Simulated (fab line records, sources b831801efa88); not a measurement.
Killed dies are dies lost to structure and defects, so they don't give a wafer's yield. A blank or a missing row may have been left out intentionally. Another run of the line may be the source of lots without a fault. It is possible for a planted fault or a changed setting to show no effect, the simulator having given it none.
fab line records	flow gf180mcu
record lots=5	wafers=23
route steps=602 shown STI@2 NWELL@45 LVPWELL@56 MVSD@74 MVPSD@87 VT_IMPLANT@103 POLY_GATE@162
startH: hours from the record's first day to the start of the lot's first wafer shown	waitH: hours elapsed since this lot's preceding step	" same as the row above	L1.1+2: a row that stands for several wafers	- no value, or no start given	* or withheld: withheld	< > ~ a bound
route shown NAME@n: names a module that has steps shown in the file, with the first one's number in the route	usual: mean/standard deviation taken from wafers without a fault	same: alike in all rows	chamber/n: place in a boat	sites: the reading at each site	_std_site: standard deviation of those values	_edge_site: outer sites' mean less inner sites'	radiusMm: how far each site lies from the wafer's centre	mask NAME#n: copy n	behind: the tool/chamber that last shaped the wafer	hold: why the lot went on hold/how many hours it stayed there/how the hold came to an end	device: which transistor (n, p or np) failed to switch	end of line: the tests these same wafers got at the end of their route	a step without rows: its recipe alone	killed: count of dies lost to structure and defects at first sort (not the wafer's yield)	map: a wafer's dies, marking killed ones x, the rest . and places with no die _
set.NAME: setting as actually run; set.NAME@STEP: the setting as run at that earlier step	model.NAME: the simulator's own value behind a step, which no gauge read
lots with deliberately changed settings; one table per step, one row per wafer
## steps
# step GF_STI_OXIDATION_01
# recipe tempC=900	ambient=O2	stabiliseS=600	purgeS=300	targetThkA=100	oxTimeS=1418
lot.wafer	tool	chamber	startH	waitH	set.tempC	model.SiO2_of_STI_OXIDATION_01.thkNm
L074.2	furnace-02	0	10.12	0.1	900	10.16
L074.4	"	0	"	"	900	10.37
L074.6	"	0	"	"	900	10.17
L076.1	-	-	-	0.1	884.3	8.537
L076.2	"	-	"	"	884.3	8.463
L076.3	"	-	"	"	884.3	8.521
L076.5	"	-	"	"	884.3	8.375
L076.6	"	-	"	"	884.3	8.536
L077.1	-	-	-	2.2	888.3	8.752
L077.3	"	-	"	"	888.3	8.721
L077.4	"	-	"	"	888.3	8.668
L077.5	"	-	"	"	888.3	8.754
L077.6	"	-	"	"	888.3	8.802
L081.2	-	-	-	0.7	878.7	8.222
L081.3	"	-	"	"	878.7	8.24
L081.4	"	-	"	"	878.7	8.065
L081.5	"	-	"	"	878.7	8.236
L081.6	"	-	"	"	878.7	8.107
L084.1	-	-	-	1.3	892.1	9.235
L084.2	"	-	"	"	892.1	9.153
L084.3	"	-	"	"	892.1	9.16
L084.4	"	-	"	"	892.1	9.164
L084.5	"	-	"	"	892.1	9.299
# step GF_STI_THK_MEAS_02
# recipe reads=SiO2_of_STI_OXIDATION_01
# usual STI_OXIDATION_THK=10.08/0.14
lot.wafer	tool	chamber	startH	waitH	set.tempC@STI_OXIDATION_01	STI_OXIDATION_THK[nm]
L074.2	filmMetro-01	-	11.52	0.0	900	10.17
L074.4	"	-	"	"	900	10.44
L074.6	"	-	"	"	900	10.19
L076.1	filmMetro-02	-	-	-	884.3	8.53
L076.2	"	-	"	"	884.3	8.44
L076.3	"	-	"	"	884.3	8.50
L076.5	"	-	"	"	884.3	8.38
L076.6	"	-	"	"	884.3	8.52
L077.1	filmMetro-04	-	-	-	888.3	8.74
L077.3	"	-	"	"	888.3	8.70
L077.4	"	-	"	"	888.3	8.70
L077.5	"	-	"	"	888.3	8.73
L077.6	"	-	"	"	888.3	8.79
L081.2	filmMetro-04	-	-	-	878.7	8.25
L081.3	"	-	"	"	878.7	8.21
L081.4	"	-	"	"	878.7	8.08
L081.5	"	-	"	"	878.7	8.23
L081.6	"	-	"	"	878.7	8.14
L084.1	filmMetro-04	-	-	-	892.1	9.26
L084.2	"	-	"	"	892.1	9.17
L084.3	"	-	"	"	892.1	9.15
L084.4	"	-	"	"	892.1	9.13
L084.5	"	-	"	"	892.1	9.32
# step GF_STI_WET_ETCH_27
# recipe chemistry=H3PO4	targetDepthNm=160	target=Si3N4	tempC=160	timeS=1825
lot.wafer	tool	chamber	startH	waitH	set.timeS	set.tempC@STI_OXIDATION_01	model.SiO2_of_STI_OXIDATION_01.thkNm
L074.2	wetBench-01	1	27.81	0.0	1825	900	10.08
L074.4	"	1	"	"	1825	900	10.3
L074.6	"	1	"	"	1825	900	10.09
L076.1	-	-	-	0.0	2056	884.3	8.537
L076.2	"	-	"	"	2056	884.3	8.463
L076.3	"	-	"	"	2056	884.3	8.521
L076.5	"	-	"	"	2056	884.3	8.375
L076.6	"	-	"	"	2056	884.3	8.536
L077.1	-	-	-	0.0	1589	888.3	8.752
L077.3	"	-	"	"	1589	888.3	8.721
L077.4	"	-	"	"	1589	888.3	8.668
L077.5	"	-	"	"	1589	888.3	8.754
L077.6	"	-	"	"	1589	888.3	8.802
L081.2	-	-	-	0.0	1685	878.7	8.222
L081.3	"	-	"	"	1685	878.7	8.24
L081.4	"	-	"	"	1685	878.7	8.065
L081.5	"	-	"	"	1685	878.7	8.236
L081.6	"	-	"	"	1685	878.7	8.107
L084.1	-	-	-	0.0	1825	892.1	9.235
L084.2	"	-	"	"	1825	892.1	9.153
L084.3	"	-	"	"	1825	892.1	9.16
L084.4	"	-	"	"	1825	892.1	9.164
L084.5	"	-	"	"	1825	892.1	9.299
# step GF_NWELL_SOFTBAKE_03
# recipe tempC=110	timeS=withheld
lot.wafer	tool	chamber	startH	waitH	set.tempC
L074.2+4+6	lithoTrack-01	0	48.43	0.1	110
L076.1+3+6	lithoTrack-02	0	59.36	0.1	112.8
L076.2+5	"	0	"	"	110
L077.1+3+6	lithoTrack-02	0	66.16	0.1	112.4
L077.4+5	"	0	"	"	110
L081.2+3	lithoTrack-01	0	86.63	0.1	110
L081.4+5+6	"	0	"	"	111.3
L084.1+2+3+4+5	lithoTrack-01	0	105.69	0.1	110
# step GF_NWELL_EXPOSE_04
# recipe maskId=Nwell	targetCdNm=860	na=0.6	sourceShape=conventional	sigmaOuter=0.6	doseMj=260
# step GF_NWELL_PEB_05
# recipe tempC=115	timeS=withheld
# step GF_NWELL_IMPLANT_08
# recipe species=P	energyKev=450	doseCm2=1.5e+13	tiltDeg=0
# step GF_NWELL_IMPLANT_09
# recipe species=P	energyKev=160	doseCm2=4e+12	tiltDeg=0
# step GF_NWELL_STRIP_10
# recipe chemistry=O2/N2	powerW=1400	pressureMtorr=1500	platenTempC=250	o2FlowSccm=3000	n2FlowSccm=300	overashFraction=0.5
# usual stripTimeToEndpointS=36.97/0.099
lot.wafer	tool	chamber	startH	waitH	set.tempC@NWELL_SOFTBAKE_03	stripTimeToEndpointS
L074.2	plasmaAsher-02	0	54.88	0.1	110	36.97
L074.4	"	1	"	"	110	36.85
L074.6	"	0	"	"	110	36.85
L076.1	plasmaAsher-01	0	66.08	0.1	112.8	36.65
L076.2	"	1	"	"	110	36.91
L076.3	"	1	"	"	112.8	36.58
L076.5	"	0	"	"	110	36.90
L076.6	"	1	"	"	112.8	36.77
L077.1	plasmaAsher-02	0	73.53	0.1	112.4	36.77
L077.3	"	1	"	"	112.4	36.73
L077.4	"	0	"	"	110	36.89
L077.5	"	1	"	"	110	36.98
L077.6	"	0	"	"	112.4	36.65
L081.2	plasmaAsher-04	0	93.74	0.1	110	37.06
L081.3	"	1	"	"	110	37.11
L081.4	"	0	"	"	111.3	37.00
L081.5	"	0	"	"	111.3	36.97
L081.6	"	1	"	"	111.3	36.96
L084.1	plasmaAsher-02	0	113.03	0.1	110	37.06
L084.2	"	1	"	"	110	37.02
L084.3	"	0	"	"	110	37.04
L084.4	"	1	"	"	110	37.03
L084.5	"	1	"	"	110	37.08
# step GF_LVPWELL_COAT_02
# recipe spinRpm=2000	resistThkNm=3000
lot.wafer	tool	chamber	startH	waitH	set.resistThkNm	model.coat_of_LVPWELL_COAT_02.thkNm
L074.2	lithoTrack-04	0	61.25	0.1	3000	2989
L074.4	"	0	"	"	3000	2984
L074.6	"	0	"	"	3000	2985
L076.1	lithoTrack-01	0	72.49	0.1	3000	3002
L076.2	"	0	"	"	3100	3108
L076.3	"	0	"	"	3100	3099
L076.5	"	0	"	"	3000	3011
L076.6	"	0	"	"	3000	3005
L077.1	lithoTrack-03	0	79.94	0.1	3000	2993
L077.3+4	"	0	"	"	3000	2996
L077.5	"	0	"	"	3000	2988
L077.6	"	0	"	"	3000	2992
L081.2	lithoTrack-03	0	100.26	0.1	2917	2904
L081.3	"	0	"	"	3000	2991
L081.4	"	0	"	"	3000	2993
L081.5	"	0	"	"	3000	2983
L081.6	"	0	"	"	2917	2902
L084.1	lithoTrack-03	0	119.79	0.1	3000	2992
L084.2	"	0	"	"	3000	2989
L084.3	"	0	"	"	3076	3059
L084.4	"	0	"	"	3076	3062
L084.5	"	0	"	"	3076	3063
# step GF_LVPWELL_IMPLANT_09
# recipe species=B	energyKev=60	doseCm2=5e+12	tiltDeg=0
lot.wafer	tool	chamber	startH	waitH	set.doseCm2
L074.2+4+6	implanter-01	0	68.05	0.1	5e+12
L076.1+2+6	implanter-02	0	79.56	0.1	5e+12
L076.3+5	"	0	"	"	4.76e+12
L077.1+3	implanter-01	0	86.73	0.1	4.298e+12
L077.4+5+6	"	0	"	"	5e+12
L081.2+5	implanter-01	0	107.90	0.1	5.535e+12
L081.3+4+6	"	0	"	"	5e+12
L084.1+2+5	implanter-03	0	127.81	0.1	5e+12
L084.3+4	"	0	"	"	4.693e+12
# step GF_LVPWELL_STRIP_10
# recipe chemistry=O2/N2	powerW=1400	pressureMtorr=1500	platenTempC=250	o2FlowSccm=3000	n2FlowSccm=300	overashFraction=0.5
# usual stripTimeToEndpointS=36.86/0.11
lot.wafer	tool	chamber	startH	waitH	set.resistThkNm@LVPWELL_COAT_02	stripTimeToEndpointS
L074.2	plasmaAsher-04	1	68.18	0.1	3000	36.82
L074.4	"	1	"	"	3000	36.76
L074.6	"	1	"	"	3000	36.77
L076.1	plasmaAsher-03	1	79.71	0.1	3000	36.99
L076.2	"	0	"	"	3100	38.19
L076.3	"	1	"	"	3100	38.08
L076.5	"	0	"	"	3000	37.08
L076.6	"	1	"	"	3000	37.01
L077.1	plasmaAsher-03	1	86.88	0.1	3000	36.85
L077.3	"	1	"	"	3000	36.90
L077.4	"	0	"	"	3000	36.91
L077.5	"	1	"	"	3000	36.81
L077.6	"	0	"	"	3000	36.85
L081.2	plasmaAsher-03	0	108.03	0.1	2917	35.88
L081.3	"	1	"	"	3000	36.82
L081.4	"	0	"	"	3000	36.85
L081.5	"	1	"	"	3000	36.75
L081.6	"	0	"	"	2917	35.82
L084.1	plasmaAsher-04	1	127.96	0.1	3000	36.87
L084.2	"	0	"	"	3000	36.80
L084.3	"	0	"	"	3076	37.63
L084.4	"	1	"	"	3076	37.64
L084.5	"	1	"	"	3076	37.66
# step GF_MVSD_IMPLANT_08
# recipe species=P	energyKev=400	doseCm2=1.6e+13	tiltDeg=0
lot.wafer	tool	chamber	startH	waitH	set.doseCm2
L074.2+4+6	implanter-01	0	81.27	0.0	1.6e+13
L076.1+6	implanter-04	0	92.98	0.0	1.6e+13
L076.2+3+5	"	0	"	"	1.735e+13
L077.1+5+6	implanter-02	0	100.14	0.0	1.465e+13
L077.3+4	"	0	"	"	1.6e+13
L081.2+3+5	implanter-04	0	122.29	0.0	1.6e+13
L081.4+6	"	0	"	"	1.701e+13
L084.1+3	implanter-04	0	143.38	0.0	1.6e+13
L084.2+4+5	"	0	"	"	1.431e+13
# step GF_MVSD_IMPLANT_09
# recipe species=P	energyKev=100	doseCm2=5e+12	tiltDeg=0
# step GF_MVSD_STRIP_10
# recipe chemistry=O2/N2	powerW=1400	pressureMtorr=1500	platenTempC=250	o2FlowSccm=3000	n2FlowSccm=300	overashFraction=0.5
# step GF_MVSD_TW_MEAS_11
# usual MVSD_TW=1568/6.1
lot.wafer	tool	chamber	startH	waitH	set.doseCm2@MVSD_IMPLANT_08	MVSD_TW
L074.2	filmMetro-03	-	81.65	0.1	1.6e+13	1563
L074.4	"	-	"	"	1.6e+13	1561
L074.6	"	-	"	"	1.6e+13	1567
L076.1	filmMetro-03	-	93.38	0.1	1.6e+13	1558
L076.2	"	-	"	"	1.735e+13	1606
L076.3	"	-	"	"	1.735e+13	1601
L076.5	"	-	"	"	1.735e+13	1592
L076.6	"	-	"	"	1.6e+13	1556
L077.1	filmMetro-03	-	100.54	0.1	1.465e+13	1536
L077.3	"	-	"	"	1.6e+13	1582
L077.4	"	-	"	"	1.6e+13	1573
L077.5	"	-	"	"	1.465e+13	1540
L077.6	"	-	"	"	1.465e+13	1539
L081.2	filmMetro-03	-	122.67	0.1	1.6e+13	1580
L081.3	"	-	"	"	1.6e+13	1561
L081.4	"	-	"	"	1.701e+13	1590
L081.5	"	-	"	"	1.6e+13	1577
L081.6	"	-	"	"	1.701e+13	1600
L084.1	filmMetro-03	-	143.78	0.1	1.6e+13	1568
L084.2	"	-	"	"	1.431e+13	1517
L084.3	"	-	"	"	1.6e+13	1569
L084.4	"	-	"	"	1.431e+13	1519
L084.5	"	-	"	"	1.431e+13	1514
# step GF_MVPSD_IMPLANT_09
# recipe species=B	energyKev=40	doseCm2=5e+12	tiltDeg=0
lot.wafer	tool	chamber	startH	waitH	set.doseCm2
L074.2+4+6	implanter-04	0	95.27	0.1	5e+12
L076.1+2	implanter-04	0	107.24	0.1	5.235e+12
L076.3+5+6	"	0	"	"	5e+12
L077.1+4+6	implanter-01	0	115.08	0.1	5e+12
L077.3+5	"	0	"	"	5.352e+12
L081.2+5+6	implanter-01	0	137.07	0.1	5e+12
L081.3+4	"	0	"	"	4.906e+12
L084.1+3+4	implanter-01	0	160.09	0.1	5e+12
L084.2+5	"	0	"	"	5.234e+12
# step GF_VT_IMPLANT_COAT_13
# recipe resist=NOVOLAK	spinRpm=3000	resistThkNm=1000
lot.wafer	tool	chamber	startH	waitH	set.resistThkNm	model.NOVOLAK_of_VT_IMPLANT_COAT_13.thkNm
L074.2+6	lithoTrack-02	0	116.58	0.1	1000	1003
L074.4	"	0	"	"	1000	1002
L076.1	lithoTrack-02	0	129.16	0.1	1000	1002
L076.2	"	0	"	"	1026	1023
L076.3	"	0	"	"	1000	998.2
L076.5	"	0	"	"	1026	1024
L076.6	"	0	"	"	1000	998.8
L077.1	lithoTrack-01	0	136.99	0.1	1045	1047
L077.3	"	0	"	"	1000	999.8
L077.4	"	0	"	"	1000	999.2
L077.5	"	0	"	"	1045	1046
L077.6	"	0	"	"	1000	999
L081.2	lithoTrack-01	0	161.12	0.1	1000	997.8
L081.3+6	"	0	"	"	1016	1012
L081.4	"	0	"	"	1000	996.5
L081.5	"	0	"	"	1000	997.2
L084.1	lithoTrack-01	0	184.14	0.1	1000	1002
L084.2	"	0	"	"	1039	1043
L084.3	"	0	"	"	1039	1040
L084.4	"	0	"	"	1000	1001
L084.5	"	0	"	"	1000	1004
# step GF_VT_IMPLANT_STRIP_20
# recipe chemistry=O2/N2	powerW=1400	pressureMtorr=1500	platenTempC=250	o2FlowSccm=3000	n2FlowSccm=300	overashFraction=0.5
# usual oesProductAu=0.716/0.0049	stripTimeToEndpointS=12.63/0.034
lot.wafer	tool	chamber	startH	waitH	set.powerW	set.resistThkNm@VT_IMPLANT_COAT_13	oesProductAu	stripTimeToEndpointS
L074.2	plasmaAsher-04	0	123.78	0.1	1400	1000	0.722	12.67
L074.4	"	1	"	"	1400	1000	0.717	12.64
L074.6	"	1	"	"	1400	1000	0.712	12.65
L076.1	plasmaAsher-01	0	136.69	0.1	1400	1000	0.716	12.65
L076.2	"	1	"	"	1290	1026	0.679	13.69
L076.3	"	0	"	"	1400	1000	0.715	12.61
L076.5	"	0	"	"	1290	1026	0.687	13.70
L076.6	"	1	"	"	1290	1000	0.689	13.41
L077.1	plasmaAsher-02	1	145.34	0.1	1400	1045	0.709	13.12
L077.3	"	0	"	"	1400	1000	0.719	12.64
L077.4	"	1	"	"	1512	1000	0.753	11.87
L077.5	"	1	"	"	1512	1045	0.748	12.39
L077.6	"	0	"	"	1400	1000	0.719	12.62
L081.2	plasmaAsher-01	0	169.48	0.1	1524	1000	0.740	11.78
L081.3	"	1	"	"	1524	1016	0.751	11.94
L081.4	"	0	"	"	1524	1000	0.753	11.77
L081.5	"	0	"	"	1400	1000	0.710	12.60
L081.6	"	1	"	"	1400	1016	0.714	12.77
L084.1	plasmaAsher-02	0	193.39	0.1	1400	1000	0.718	12.66
L084.2	"	1	"	"	1400	1039	0.721	13.06
L084.3	"	1	"	"	1400	1039	0.715	13.03
L084.4	"	0	"	"	1400	1000	0.714	12.63
L084.5	"	0	"	"	1400	1000	0.713	12.68
# step GF_VT_IMPLANT_IMPLANT_41
# recipe species=As	energyKev=70	doseCm2=1.013e+12	tiltDeg=7
lot.wafer	tool	chamber	startH	waitH	set.energyKev	model.implant.rpNm	model.implant.drpNm
L074.2+4+6	implanter-02	0	154.75	0.0	70	42.97	18.17
L076.1+2+3+5+6	implanter-04	0	168.64	0.0	70	42.37	18.17
L077.1+3+4	implanter-02	0	177.07	0.0	72.81	42.97	18.74
L077.5+6	"	0	"	"	70	41.54	18.17
L081.2+4	implanter-04	0	203.00	0.0	70	42.16	18.17
L081.3+5+6	"	0	"	"	72.92	43.66	18.76
L084.1+2	implanter-04	0	228.08	0.0	70	41.2	18.17
L084.3+4+5	"	0	"	"	65.87	39.13	17.34
# step GF_VT_IMPLANT_STRIP_42
# recipe chemistry=O2/N2	powerW=1400	pressureMtorr=1500	platenTempC=250	o2FlowSccm=3000	n2FlowSccm=300	overashFraction=0.5
# step GF_VT_IMPLANT_TW_MEAS_43
# usual VT_IMPLANT_4_TW=688/4.3
lot.wafer	tool	chamber	startH	waitH	set.energyKev@VT_IMPLANT_IMPLANT_41	VT_IMPLANT_4_TW
L074.2	filmMetro-02	-	154.99	0.1	70	684
L074.4	"	-	"	"	70	682
L074.6	"	-	"	"	70	686
L076.1	filmMetro-03	-	168.89	0.1	70	683
L076.2	"	-	"	"	70	685
L076.3	"	-	"	"	70	685
L076.5	"	-	"	"	70	682
L076.6	"	-	"	"	70	682
L077.1	filmMetro-03	-	177.32	0.1	72.81	694
L077.3	"	-	"	"	72.81	693
L077.4	"	-	"	"	72.81	698
L077.5	"	-	"	"	70	686
L077.6	"	-	"	"	70	685
L081.2	filmMetro-03	-	203.23	0.1	70	685
L081.3	"	-	"	"	72.92	695
L081.4	"	-	"	"	70	688
L081.5	"	-	"	"	72.92	696
L081.6	"	-	"	"	72.92	693
L084.1	filmMetro-02	-	228.33	0.1	70	688
L084.2	"	-	"	"	70	688
L084.3	"	-	"	"	65.87	683
L084.4	"	-	"	"	65.87	674
L084.5	"	-	"	"	65.87	678
# step GF_VT_IMPLANT_CLEAN_44
# recipe chemistry=SC1/SC2	mix=1:4:20	tempC=70	timeS=150	dry=n2Spin
# step GF_VT_IMPLANT_RTA_45
# recipe tempC=1050	timeS=30	ambient=N2
# step GF_VT_IMPLANT_RS_MEAS_49
# recipe thkMeasGauge=four-point-probe
# usual MVPSD_RS=1171.6/3
lot.wafer	tool	chamber	startH	waitH	set.doseCm2@MVPSD_IMPLANT_09	MVPSD_RS[ohm/sq]
L074.2	filmMetro-03	-	155.57	0.1	5e+12	1174.1
L074.4	"	-	"	"	5e+12	1171.5
L074.6	"	-	"	"	5e+12	1172.1
L076.1	filmMetro-03	-	169.46	0.1	5.235e+12	1160.2
L076.2	"	-	"	"	5.235e+12	1162.3
L076.3	"	-	"	"	5e+12	1169.1
L076.5	"	-	"	"	5e+12	1170.8
L076.6	"	-	"	"	5e+12	1170.8
L077.1	filmMetro-01	-	177.89	0.1	5e+12	1174.9
L077.3	"	-	"	"	5.352e+12	1160.9
L077.4	"	-	"	"	5e+12	1176.5
L077.5	"	-	"	"	5.352e+12	1157.6
L077.6	"	-	"	"	5e+12	1179.2
L081.2	filmMetro-03	-	203.82	0.1	5e+12	1169.5
L081.3	"	-	"	"	4.906e+12	1172.8
L081.4	"	-	"	"	4.906e+12	1175.7
L081.5	"	-	"	"	5e+12	1172.4
L081.6	"	-	"	"	5e+12	1167.7
L084.1	filmMetro-03	-	228.90	0.1	5e+12	1167.2
L084.2	"	-	"	"	5.234e+12	1157.7
L084.3	"	-	"	"	5e+12	1166.4
L084.4	"	-	"	"	5e+12	1166.8
L084.5	"	-	"	"	5.234e+12	1156.1
# step GF_POLY_GATE_COAT_05
# recipe resist=KrF	spinRpm=withheld	resistThkNm=700
lot.wafer	tool	chamber	startH	waitH	set.resistThkNm	model.KrF_of_POLY_GATE_COAT_05.thkNm
L074.2	lithoTrack-02	0	-	-	700	698.4
L074.4	"	0	"	"	700	700.4
L074.6	"	0	"	"	700	700.6
L076.1	lithoTrack-04	0	-	-	700	701.9
L076.2	"	0	"	"	666	668.2
L076.3	"	0	"	"	666	669.4
L076.5	"	0	"	"	666	669.1
L076.6	"	0	"	"	700	702.4
L077.1	lithoTrack-01	0	-	-	700	700.4
L077.3	"	0	"	"	700	699.2
L077.4	"	0	"	"	673.3	671.4
L077.5	"	0	"	"	700	697.8
L077.6	"	0	"	"	673.3	671.9
L081.2+6	lithoTrack-01	0	-	-	720.8	721
L081.3	"	0	"	"	700	698.4
L081.4	"	0	"	"	720.8	722.2
L081.5	"	0	"	"	700	699.8
L084.1	lithoTrack-01	0	-	-	679.8	684.1
L084.2	"	0	"	"	700	701.8
L084.3	"	0	"	"	700	704.1
L084.4	"	0	"	"	700	703.8
L084.5	"	0	"	"	679.8	682.1
## key
split step=GF_STI_OXIDATION_01	setting=tempC	stated=900	by=lot
response step=GF_STI_OXIDATION_01	reading=model.SiO2_of_STI_OXIDATION_01.thkNm	change=+0.842	per=1%	r=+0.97
response step=GF_STI_THK_MEAS_02	reading=STI_OXIDATION_THK	change=+0.854	per=1%	r=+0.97
response step=GF_STI_WET_ETCH_27	reading=model.SiO2_of_STI_OXIDATION_01.thkNm	change=+0.818	per=1%	r=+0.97
split step=GF_STI_WET_ETCH_27	setting=timeS	stated=1825	by=lot
response none clear
split step=GF_NWELL_SOFTBAKE_03	setting=tempC	stated=110	by=wafer
response step=GF_NWELL_STRIP_10	reading=stripTimeToEndpointS	change=*	per=1%	r=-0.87
split step=GF_LVPWELL_COAT_02	setting=resistThkNm	stated=3000	by=wafer
response step=GF_LVPWELL_COAT_02	reading=model.coat_of_LVPWELL_COAT_02.thkNm	change=+29.4	per=1%	r=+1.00
response step=GF_LVPWELL_STRIP_10	reading=stripTimeToEndpointS	change=*	per=1%	r=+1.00
split step=GF_LVPWELL_IMPLANT_09	setting=doseCm2	stated=5e+12	by=wafer
response none clear
split step=GF_MVSD_IMPLANT_08	setting=doseCm2	stated=1.6e+13	by=wafer
response step=GF_MVSD_TW_MEAS_11	reading=MVSD_TW	change=+4.71	per=1%	r=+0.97
split step=GF_MVPSD_IMPLANT_09	setting=doseCm2	stated=5e+12	by=wafer
response step=GF_VT_IMPLANT_RS_MEAS_49	reading=MVPSD_RS	change=-2.27	per=1%	r=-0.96
split step=GF_VT_IMPLANT_COAT_13	setting=resistThkNm	stated=1000	by=wafer
response step=GF_VT_IMPLANT_COAT_13	reading=model.NOVOLAK_of_VT_IMPLANT_COAT_13.thkNm	change=+10	per=1%	r=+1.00
response step=GF_VT_IMPLANT_STRIP_20	reading=stripTimeToEndpointS	slope=*	per=1%	togetherWith=powerW@VT_IMPLANT_STRIP_20	explained=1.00
split step=GF_VT_IMPLANT_STRIP_20	setting=powerW	stated=1400	by=wafer
response step=GF_VT_IMPLANT_STRIP_20	reading=oesProductAu	change=+0.00408	per=1%	r=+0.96
response step=GF_VT_IMPLANT_STRIP_20	reading=stripTimeToEndpointS	change=*	per=1%	r=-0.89
split step=GF_VT_IMPLANT_IMPLANT_41	setting=energyKev	stated=70	by=wafer
response step=GF_VT_IMPLANT_IMPLANT_41	reading=model.implant.rpNm	change=+0.355	per=1%	r=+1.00
response step=GF_VT_IMPLANT_IMPLANT_41	reading=model.implant.drpNm	change=+0.14	per=1%	r=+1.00
response step=GF_VT_IMPLANT_TW_MEAS_43	reading=VT_IMPLANT_4_TW	change=+1.85	per=1%	r=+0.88
split step=GF_POLY_GATE_COAT_05	setting=resistThkNm	stated=700	by=wafer
response step=GF_POLY_GATE_COAT_05	reading=model.KrF_of_POLY_GATE_COAT_05.thkNm	change=+7.07	per=1%	r=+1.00
